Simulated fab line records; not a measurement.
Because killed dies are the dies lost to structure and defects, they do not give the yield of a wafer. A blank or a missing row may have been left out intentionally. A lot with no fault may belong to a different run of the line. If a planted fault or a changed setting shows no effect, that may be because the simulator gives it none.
The tool behind it: which one? | flow gf180mcu | 33 wafers from 11 lots sampled at 6 of the route's 602 steps

== WHAT THE GAUGES READ, wafer by wafer ==
GF_PSD_RS_MEAS_14: the measuring method here is four-point-probe.
lot  | measured     | on            | NSD_RS (ohm/sq)
L794 | day 14 09:53 | film metro-02 | 46.22 46.26 46.24
L795 | day 14 16:31 | film metro-02 | 46.18 46.16 46.13
L797 | day 15 13:29 | film metro-03 | 46.24 46.20 46.29
L798 | day 15 20:16 | film metro-02 | 46.20 46.16 46.19
L805 | day 18 15:40 | film metro-02 | 46.12 46.13 46.11
L806 | day 19 01:12 | film metro-01 | 47.02 46.83 46.86
L808 | day 19 11:32 | film metro-01 | 47.03 46.94 46.98
L810 | day 20 08:36 | film metro-02 | 46.22 46.31 46.08
L814 | day 21 13:50 | film metro-03 | 46.03 46.07 46.10
L815 | day 21 21:22 | film metro-03 | 46.13 46.12 46.16
L816 | day 22 04:59 | film metro-03 | 46.21 46.15 46.13

GF_SAB_THK_MEAS_01.
lot  | measured     | on            | SAB_CVD_00_THK (nm)
L794 | day 14 10:08 | film metro-04 | 49.7 48.6 50.2
L795 | day 14 16:46 | film metro-04 | 49.8 50.6 51.2
L797 | day 15 13:44 | film metro-02 | 49.3 50.0 50.3
L798 | day 15 20:31 | film metro-04 | 49.2 48.3 49.0
L805 | day 18 15:56 | film metro-02 | 50.2 49.1 50.5
L806 | day 19 01:28 | film metro-02 | 49.5 49.9 49.5
L808 | day 19 11:48 | film metro-04 | 49.6 49.9 51.2
L810 | day 20 08:52 | film metro-02 | 49.4 49.0 50.6
L814 | day 21 14:05 | film metro-04 | 50.7 49.8 50.5
L815 | day 21 21:37 | film metro-04 | 49.1 49.1 50.4
L816 | day 22 05:15 | film metro-01 | 48.7 49.6 50.0

== EACH LOT AND THE TOOL THAT RAN IT (in order: tool; ch and the chambers of the sampled wafers; start) ==
lot  | GF_VT_IMPLANT_STRIP_42               | GF_HV_LDD_STRIP_37                   | GF_NSD_IMPLANT_09               | GF_NSD_STRIP_11
L794 | plasma asher-01 ch 0,1, day 7 17:33  | plasma asher-02 ch 0,1, day 11 17:49 | implanter-03 ch 0, day 13 12:29 | plasma asher-03 ch 0,1, day 13 12:46
L795 | plasma asher-03 ch 0,1, day 8 00:32  | plasma asher-02 ch 1, day 12 00:31   | implanter-01 ch 0, day 13 19:17 | plasma asher-01 ch 0,1, day 13 19:35
L797 | plasma asher-01 ch 0,1, day 8 15:16  | plasma asher-01 ch 0,1, day 12 18:53 | implanter-03 ch 0, day 14 15:22 | plasma asher-01 ch 0,1, day 14 15:38
L798 | plasma asher-03 ch 0,1, day 8 22:17  | plasma asher-04 ch 0,1, day 13 01:25 | implanter-01 ch 0, day 14 21:40 | plasma asher-01 ch 0,1, day 14 21:58
L805 | plasma asher-01 ch 0,1, day 10 23:53 | plasma asher-02 ch 0,1, day 15 15:52 | implanter-02 ch 0, day 17 15:52 | plasma asher-03 ch 0,1, day 17 16:10
L806 | plasma asher-03 ch 0,1, day 11 05:08 | plasma asher-02 ch 0,1, day 16 01:25 | implanter-01 ch 0, day 18 01:31 | plasma asher-03 ch 0,1, day 18 01:49
L808 | plasma asher-04 ch 0,1, day 11 18:29 | plasma asher-02 ch 0,1, day 16 10:22 | implanter-01 ch 0, day 18 12:04 | plasma asher-03 ch 0,1, day 18 12:22
L810 | plasma asher-03 ch 0,1, day 12 08:08 | plasma asher-04 ch 0, day 17 05:40   | implanter-03 ch 0, day 19 08:34 | plasma asher-01 ch 0,1, day 19 08:52
L814 | plasma asher-04 ch 0,1, day 13 09:02 | plasma asher-04 ch 0,1, day 18 10:15 | implanter-02 ch 0, day 20 12:49 | plasma asher-01 ch 0,1, day 20 13:07
L815 | plasma asher-01 ch 0,1, day 13 18:24 | plasma asher-01 ch 1, day 18 19:36   | implanter-03 ch 0, day 20 21:35 | plasma asher-04 ch 0, day 20 21:52
L816 | plasma asher-04 ch 0,1, day 14 00:36 | plasma asher-02 ch 0,1, day 19 02:37 | implanter-02 ch 0, day 21 04:19 | plasma asher-01 ch 0,1, day 21 04:37
- GF_VT_IMPLANT_STRIP_42: strips in O2/N2.
- GF_HV_LDD_STRIP_37: strips in O2/N2.
- GF_NSD_IMPLANT_09
- GF_NSD_STRIP_11: strips in O2/N2.

== WHAT THE TOOLS THEMSELVES READ (means of the sampled wafers that have a number; where no wafer has one, the mark that the record gives instead) ==
GF_VT_IMPLANT_STRIP_42.
lot  | tool            | drypump motor current A (A) | heater power w (W) | oes product au (a.u.) | strip time to endpoint s (s)
L794 | plasma asher-01 | 5.8                         | 351                | 0.718                 | 12.64
L795 | plasma asher-03 | 5.3                         | 358                | 0.715                 | 12.63
L797 | plasma asher-01 | 5.8                         | 350                | 0.718                 | 12.64
L798 | plasma asher-03 | 5.5                         | 344                | 0.719                 | 12.59
L805 | plasma asher-01 | 5.8                         | 348                | 0.717                 | 12.61
L806 | plasma asher-03 | 5.5                         | 341                | 0.717                 | 12.63
L808 | plasma asher-04 | 5.1                         | 337                | 0.713                 | 12.58
L810 | plasma asher-03 | 5.3                         | 360                | 0.716                 | 12.63
L814 | plasma asher-04 | 5.1                         | 336                | 0.717                 | 12.64
L815 | plasma asher-01 | 5.6                         | 339                | 0.707                 | 12.60
L816 | plasma asher-04 | 5.1                         | 339                | 0.713                 | 12.62

GF_HV_LDD_STRIP_37.
lot  | tool            | drypump motor current A (A) | heater power w (W) | oes product au (a.u.) | strip time to endpoint s (s)
L794 | plasma asher-02 | 6.1                         | 307                | 0.716                 | 12.69
L795 | plasma asher-02 | 5.7                         | 325                | 0.723                 | 12.66
L797 | plasma asher-01 | 5.6                         | 349                | 0.716                 | 12.65
L798 | plasma asher-04 | 5.1                         | 337                | 0.719                 | 12.66
L805 | plasma asher-02 | 5.9                         | 317                | 0.712                 | 12.61
L806 | plasma asher-02 | 5.9                         | 317                | 0.719                 | 12.65
L808 | plasma asher-02 | 6.1                         | 305                | 0.719                 | 12.65
L810 | plasma asher-04 | 5.8                         | 359                | 0.717                 | 12.60
L814 | plasma asher-04 | 5.4                         | 356                | 0.725                 | 12.64
L815 | plasma asher-01 | 5.4                         | 336                | 0.717                 | 12.65
L816 | plasma asher-02 | 6.1                         | 309                | 0.716                 | 12.63

GF_NSD_IMPLANT_09.
lot  | tool         | beam energy keV | end station pressure torr (Torr)
L794 | implanter-03 | 60.003          | 1.06e-05
L795 | implanter-01 | 59.993          | 1.41e-05
L797 | implanter-03 | 60.028          | 1.13e-05
L798 | implanter-01 | 60.009          | 1.38e-05
L805 | implanter-02 | 60.002          | 1.36e-05
L806 | implanter-01 | 57.008          | 1.29e-05
L808 | implanter-01 | 57.004          | 1.39e-05
L810 | implanter-03 | 60.018          | 1.14e-05
L814 | implanter-02 | 60.014          | 1.46e-05
L815 | implanter-03 | 59.993          | 1.18e-05
L816 | implanter-02 | 60.002          | 1.52e-05

GF_NSD_STRIP_11.
lot  | tool            | drypump motor current A (A) | heater power w (W) | oes product au (a.u.) | strip time to endpoint s (s)
L794 | plasma asher-03 | 5.6                         | 337                | 0.485                 | 22.96
L795 | plasma asher-01 | 5.8                         | 343                | 0.487                 | 22.95
L797 | plasma asher-01 | 5.8                         | 347                | 0.485                 | 22.98
L798 | plasma asher-01 | 5.8                         | 354                | 0.484                 | 22.96
L805 | plasma asher-03 | 5.5                         | 337                | 0.492                 | 23.05
L806 | plasma asher-03 | 5.5                         | 337                | 0.486                 | 22.53
L808 | plasma asher-03 | 5.5                         | 338                | 0.488                 | 22.51
L810 | plasma asher-01 | 5.6                         | 346                | 0.485                 | 22.93
L814 | plasma asher-01 | 5.6                         | 344                | 0.480                 | 22.92
L815 | plasma asher-04 | 5.8                         | 359                | 0.487                 | 22.98
L816 | plasma asher-01 | 5.8                         | 348                | 0.483                 | 22.92

== THE ANSWER, worked out from the rows above alone ==
Rule: the usual values come from the lots themselves. The widest of any qualifying gaps counts: lots, ordered by their means at a reading, are off when they make up no more than a third of the lots, leave a main group of 4 or more, and stand apart from it by 3 or more times the standard deviation of that group's means. A main group is skipped when, at the precision printed for the reading in the tables above, its means are all equal. Also off: a lot with no number at a reading for which 4 or more lots have one. The other lots that the step has rows for count as sound. Order of review: gauges by route order, followed by the tools' own readings, for which a lot's mean as printed above is used. At the first step where some lot is off, the reading lying furthest off is the one used; lots without a number count as furthest.
Off: L806, L808, seen at GF_PSD_RS_MEAS_14 (NSD_RS). The main group has a mean of 46.17 ohm/sq with a standard deviation of 0.054.
A tool fits if, at a process step before that reading, it ran every lot that is off, and no sound lot after the first of them. Not tried: the gauges at GF_PSD_RS_MEAS_14; whatever is off there is also off at GF_NSD_IMPLANT_09, on other tools, and gauge error can't account for it. This does not decide it: 2 tools fit, namely implanter-01 at GF_NSD_IMPLANT_09 and plasma asher-03 at GF_NSD_STRIP_11.

== WHAT THE SIMULATOR HAD PUT IN ==
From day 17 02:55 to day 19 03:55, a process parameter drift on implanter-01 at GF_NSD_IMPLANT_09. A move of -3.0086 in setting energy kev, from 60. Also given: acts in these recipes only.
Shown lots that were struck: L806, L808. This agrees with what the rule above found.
